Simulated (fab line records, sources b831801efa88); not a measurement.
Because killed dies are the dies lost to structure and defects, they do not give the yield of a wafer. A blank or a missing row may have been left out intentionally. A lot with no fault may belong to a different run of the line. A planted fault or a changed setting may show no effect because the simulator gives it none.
Matching of chambers / flow sfq line / SFQ_TRILAYER_I0_CMP_CMP_028 on cmp-01 has 4 sister chambers
The step polishes SiO2. 8 wafers are shown with their chamber, then 7 later ones without.

EACH WAFER AND ITS CHAMBER
wafer=L080.3; chamber=3; motor current A (A)=9.7; time to endpoint s (s)=225
wafer=L080.5; chamber=0; motor current A (A)=10.6; time to endpoint s (s)=207
wafer=L084.5; chamber=2; motor current A (A)=11.2; time to endpoint s (s)=229
wafer=L087.1; chamber=0; motor current A (A)=10.2; time to endpoint s (s)=200
wafer=L087.2; chamber=2; motor current A (A)=11.0; time to endpoint s (s)=218
wafer=L087.5; chamber=1; motor current A (A)=8.8; time to endpoint s (s)=216
wafer=L091.3; chamber=3; motor current A (A)=9.4; time to endpoint s (s)=229
wafer=L091.4; chamber=1; motor current A (A)=8.7; time to endpoint s (s)=222

WAFERS WHOSE CHAMBER IS MISSING
wafer=L091.6; motor current A (A)=9.2; time to endpoint s (s)=233
wafer=L092.2; motor current A (A)=11.0; time to endpoint s (s)=220
wafer=L092.4; motor current A (A)=9.5; time to endpoint s (s)=227
wafer=L092.6; motor current A (A)=9.1; time to endpoint s (s)=214
wafer=L093.3; motor current A (A)=8.7; time to endpoint s (s)=211
wafer=L093.4; motor current A (A)=10.0; time to endpoint s (s)=208
wafer=L093.5; motor current A (A)=9.2; time to endpoint s (s)=227

CHAMBER TAKEN BY EACH
wafer=L091.6; from the rows above=can't be placed: 3 or 1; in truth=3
wafer=L092.2; from the rows above=2; in truth=2
wafer=L092.4; from the rows above=3; in truth=3
wafer=L092.6; from the rows above=can't be placed: 1 or 3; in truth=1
wafer=L093.3; from the rows above=1; in truth=1
wafer=L093.4; from the rows above=0; in truth=0
wafer=L093.5; from the rows above=can't be placed: 3 or 1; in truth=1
4 of 7 placed correctly. Not placeable from these rows: 3 (in 3, the candidates include the true chamber). Placed wrongly: 0.
How it was worked out, from the rows above alone: a wafer's distance from a chamber is the root of the sum, over the readings, of the square of ((its reading less the chamber's mean) divided by the reading's scatter). The wafer belongs to the nearest chamber; if the next one is less than 2 further off, it can't be placed. The mean given for a chamber averages the wafers shown for that chamber. How the scatter is found: for the shown wafers, subtract from each reading the mean of its chamber, square and add these, divide the total by (wafers less chambers), then take the root.
